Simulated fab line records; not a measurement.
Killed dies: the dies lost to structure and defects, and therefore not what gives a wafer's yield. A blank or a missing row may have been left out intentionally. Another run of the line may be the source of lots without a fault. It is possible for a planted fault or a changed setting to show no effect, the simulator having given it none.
The same fault as seen by 2 desks :: flow gf180mcu :: numbers are kept per desk, each desk with only its own; the story behind them comes last

## AT THE METROLOGY DESK
Means of the sampled wafers that have a number, per lot and without regard to the tool the lot ran on: this is what the gauges read. Marked OUT: a lot whose mean sits more than 4 standard deviations from the usual mean, which makes it out of limits; the brackets give that distance.
Columns: A = INCOMING_BOW at GF_STI_BOW_MEAS_00, usual -1 um; B = cd nm at GF_POLY_GATE_CD_MEAS_10, usual 280.3 nm; C = POLY_GATE_OXIDATION_THK at GF_POLY_GATE_THK_MEAS_17, usual 4.03 nm
lot: L155
first seen here: day 1 10:02
A: -3
B: 281.8
C: 3.93

lot: L156
first seen here: day 1 15:05
A: -4
B: 281.1
C: 4.13

lot: L157
first seen here: day 1 20:01
A: -4
B: 280.7
C: 4.12

lot: L158
first seen here: day 2 01:02
A: 0
B: 281.0
C: 4.04

lot: L167
first seen here: day 3 22:00
A: 1
B: 307.5 (+23) OUT
C: 3.95

lot: L168
first seen here: day 4 03:00
A: -4
B: 308.4 (+23) OUT
C: 3.94

lot: L169
first seen here: day 4 08:01
A: -1
B: 280.0
C: 4.00

lot: L170
first seen here: day 4 13:00
A: 5
B: 277.9
C: 3.87

lot: L171
first seen here: day 4 18:01
A: -5
B: 280.4
C: 3.98

lot: L173
first seen here: day 5 04:01
A: -4
B: 282.0
C: 3.98

lot: L176
first seen here: day 5 19:00
A: -4
B: 279.2
C: 4.05

lot: L177
first seen here: day 6 00:01
A: -4
B: 278.2
C: 4.04

lot: L178
first seen here: day 6 05:01
A: 2
B: 280.9
C: 4.05
This desk's verdict: out of limits on L167, L168, starting with L168 at day 12 22:46 (cd nm at GF_POLY_GATE_CD_MEAS_10). L155, L156, L157, L158, L169, L170, L171, L173, L176, L177, L178 stayed within limits.

## THE TOOL OWNER'S DESK: litho track-04
Per lot that ran on this tool, the mean of the sampled wafers carrying a number, from the tool's own readings at GF_POLY_GATE_SOFTBAKE_06 (time 60 s). Marked OUT: a lot whose mean sits more than 4 standard deviations from the usual mean, which makes it out of limits; the brackets give that distance.
Columns: A = heater power total W at GF_POLY_GATE_SOFTBAKE_06, usual 93.05 W; B = plate temp C at GF_POLY_GATE_SOFTBAKE_06, usual 129.99 C
lot: L168
first seen here: day 12 13:00
A: 79.25 (-99 or more) OUT
B: 115.33 (-99 or more) OUT

lot: L167
first seen here: day 12 15:00
A: 79.15 (-99 or more) OUT
B: 115.28 (-99 or more) OUT
This desk's verdict: out of limits on L167, L168, starting with L168 at day 12 13:00 (heater power total W at GF_POLY_GATE_SOFTBAKE_06). In limits: none.

## BROUGHT TOGETHER
The tool owner's desk had the chance to raise an alarm at day 12 13:00 on L167, L168.
L167, L168 would have let the metrology desk raise an alarm at day 12 22:46.
Every lot named ran GF_POLY_GATE_SOFTBAKE_06 on litho track-04.

## WHAT WAS PUT IN BY THE SIMULATOR
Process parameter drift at GF_POLY_GATE_SOFTBAKE_06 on litho track-04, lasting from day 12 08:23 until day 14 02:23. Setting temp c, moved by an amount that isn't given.
Struck lots among those shown: L167, L168.
Time in hours from fault onset to the first out-of-limits reading at each desk: tool owner's desk 5, metrology desk 14.
